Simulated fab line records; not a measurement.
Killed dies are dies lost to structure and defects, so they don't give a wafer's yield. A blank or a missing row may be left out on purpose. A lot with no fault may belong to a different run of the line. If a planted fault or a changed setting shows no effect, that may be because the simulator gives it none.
Matching of chambers    flow sky130    4 sister chambers for SKY_METAL3_ETCH_17 on rieDiel-04
The step etches SiO2 in C4F8/O2/Ar, stops on TiN, time 3.9 s, target depth 15 nm. 8 wafers are shown with their chamber, then 8 later ones without.

## WAFERS, EACH WITH ITS CHAMBER
wafer   chamber  oesProductAu (a.u.)
L076.2  3        0.750
L083.1  1        0.743
L083.2  3        0.747
L085.4  2        0.764
L086.2  2        0.755
L086.3  1        0.755
L086.4  0        0.750
L089.1  0        0.749

## WAFERS WITHOUT THEIR CHAMBER
wafer   oesProductAu (a.u.)
L089.3  0.746
L089.6  0.757
L090.2  0.755
L090.3  0.743
L090.5  0.761
L093.3  0.752
L093.5  0.751
L093.6  0.751

## THE CHAMBER EACH PASSED THROUGH
wafer   from the rows above                in truth
L089.3  can't be placed: 3 or 1 or 0       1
L089.6  can't be placed: 2 or 0 or 1 or 3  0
L090.2  can't be placed: 2 or 0 or 1 or 3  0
L090.3  can't be placed: 3 or 1 or 0       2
L090.5  can't be placed: 2 or 0 or 1       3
L093.3  can't be placed: 0 or 1 or 3 or 2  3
L093.5  can't be placed: 0 or 1 or 3 or 2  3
L093.6  can't be placed: 0 or 1 or 3 or 2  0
Correctly placed: 0 of 8. Cannot be placed on the basis of these rows: 8; the candidates contain the true chamber in 6. Placed wrongly: 0.
How it was worked out, from the rows above alone: a wafer's distance from a chamber is the root of the sum, over the readings, of the square of ((its reading less the chamber's mean) divided by the reading's scatter). The wafer belongs to the nearest chamber; if the next one is less than 2 further off, it can't be placed. A chamber's mean is the mean of its shown wafers. How the scatter is found: for the shown wafers, subtract from each reading the mean of its chamber, square and add these, divide the total by (wafers less chambers), then take the root.
